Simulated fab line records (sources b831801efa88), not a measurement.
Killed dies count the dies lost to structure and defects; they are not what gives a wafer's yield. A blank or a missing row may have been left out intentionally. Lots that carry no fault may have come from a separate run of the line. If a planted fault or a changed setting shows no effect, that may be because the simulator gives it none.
What tool caused it?    flow gf180mcu    13 lots, 39 wafers sampled, at 3 steps of a route of 602

## WHAT THE GAUGES SHOWED, per wafer
GF_TOP_METAL_CD_MEAS_14: the cd target is 440 nm.
lot   measured      on        cdNm (nm)
L835  day 28 12:14  cdSem-01  439.2 438.8 438.4
L836  day 28 14:22  cdSem-01  442.9 438.7 440.8
L837  day 28 21:02  cdSem-01  440.3 441.5 442.2
L838  day 29 07:24  cdSem-01  440.2 436.6 439.7
L839  day 29 18:23  cdSem-01  440.0 440.7 440.4
L840  day 30 00:56  cdSem-01  437.7 436.4 435.5
L841  day 30 06:37  cdSem-01  441.7 440.0 440.2
L842  day 30 15:47  cdSem-01  436.7 435.5 436.6
L843  day 30 21:22  cdSem-01  440.3 437.9 441.1
L847  day 31 19:53  cdSem-02  435.8 436.5 436.8
L848  day 32 10:33  cdSem-01  440.9 439.4 440.7
L850  day 32 18:35  cdSem-01  440.8 442.5 439.0
L852  day 33 00:14  cdSem-01  441.3 440.6 440.5

## TOOL THAT RAN EACH LOT (tool first, then ch and the chambers of the sampled wafers, then the start)
lot   GF_V4_CVD_23                  GF_M5_ETCH_09
L835  cvdW-02 ch 0, day 24 20:57    rieDiel-01 ch 0,3, day 26 16:35
L836  cvdW-02 ch 0, day 24 22:35    rieDiel-02 ch 0,1,3, day 26 19:19
L837  cvdW-01 ch 0,1, day 25 07:38  rieDiel-01 ch 0,1,2, day 27 02:02
L838  cvdW-01 ch 0,1, day 25 18:41  rieDiel-03 ch 0,2,3, day 27 13:47
L839  cvdW-01 ch 1, day 26 05:53    rieDiel-03 ch 0,1,3, day 28 00:23
L840  cvdW-02 ch 0,1, day 26 14:14  rieDiel-03 ch 1,3, day 28 07:35
L841  cvdW-01 ch 0,1, day 26 18:26  rieDiel-01 ch 0,1,3, day 28 12:50
L842  cvdW-02 ch 0,1, day 27 05:42  rieDiel-03 ch 0,1,3, day 28 22:16
L843  cvdW-02 ch 0,1, day 27 12:10  rieDiel-01 ch 1,2, day 29 05:41
L847  cvdW-02 ch 0,1, day 28 14:08  rieDiel-03 ch 1,2,3, day 30 05:19
L848  cvdW-02 ch 0,1, day 29 08:25  rieDiel-01 ch 0,2, day 30 22:02
L850  cvdW-01 ch 0,1, day 29 16:25  rieDiel-02 ch 1,2,3, day 31 05:52
L852  cvdW-02 ch 0,1, day 29 23:17  rieDiel-02 ch 0,2, day 31 12:53
- GF_V4_CVD_23: deposits W, target thk 350 nm, time 104.9 s.
- GF_M5_ETCH_09: etches Si3N4 in CF4/O2, target depth 52 nm, time 11.6 s.

## AS READ BY THE TOOLS THEMSELVES (means over the sampled wafers that have a number; for cases with no such wafer, the mark the record gives instead)
GF_V4_CVD_23.
lot   tool     chamberPressureTorr (Torr)  heaterPowerW (W)
L835  cvdW-02  39.98                       829
L836  cvdW-02  39.93                       816
L837  cvdW-01  40.00                       842
L838  cvdW-01  40.02                       833
L839  cvdW-01  40.09                       854
L840  cvdW-02  40.00                       833
L841  cvdW-01  39.94                       832
L842  cvdW-02  39.96                       831
L843  cvdW-02  39.96                       834
L847  cvdW-02  39.86                       826
L848  cvdW-02  40.01                       818
L850  cvdW-01  40.00                       816
L852  cvdW-02  39.98                       830

GF_M5_ETCH_09.
lot   tool        drypumpMotorCurrentA (A)  oesProductAu (a.u.)  throttleValvePct (%)
L835  rieDiel-01  5.9                       0.995                5.969
L836  rieDiel-02  5.4                       1.001                5.974
L837  rieDiel-01  5.5                       1.000                5.973
L838  rieDiel-03  5.2                       1.004                5.967
L839  rieDiel-03  5.6                       1.002                5.958
L840  rieDiel-03  5.6                       1.000                5.963
L841  rieDiel-01  5.8                       1.006                5.972
L842  rieDiel-03  5.6                       1.001                5.972
L843  rieDiel-01  5.3                       1.001                5.981
L847  rieDiel-03  5.6                       1.007                5.971
L848  rieDiel-01  5.4                       1.004                5.980
L850  rieDiel-02  5.4                       0.997                5.970
L852  rieDiel-02  5.8                       0.997                5.961

## THE ANSWER, worked out from the rows above alone
Rule: the lots themselves supply what counts as usual. The widest of any qualifying gaps counts: lots, ordered by their means at a reading, are off when they make up no more than a third of the lots, leave a main group of 4 or more, and stand apart from it by 3 or more times the standard deviation of that group's means. A main group whose means are all the same, to the digits that the tables above print for the reading, isn't used. A lot without any number at a reading at which 4 lots or more have one is off too. The other lots that the step has rows for count as sound. Order of review: gauges by route order, followed by the tools' own readings, for which a lot's mean as printed above is used. The first step at which some lot is off is used, and at that step the reading that is off furthest; a lot without a number counts as furthest.
No lot is off on any of the readings shown, so nothing can be concluded from this.

## WHAT HAD BEEN PUT IN BY THE SIMULATOR
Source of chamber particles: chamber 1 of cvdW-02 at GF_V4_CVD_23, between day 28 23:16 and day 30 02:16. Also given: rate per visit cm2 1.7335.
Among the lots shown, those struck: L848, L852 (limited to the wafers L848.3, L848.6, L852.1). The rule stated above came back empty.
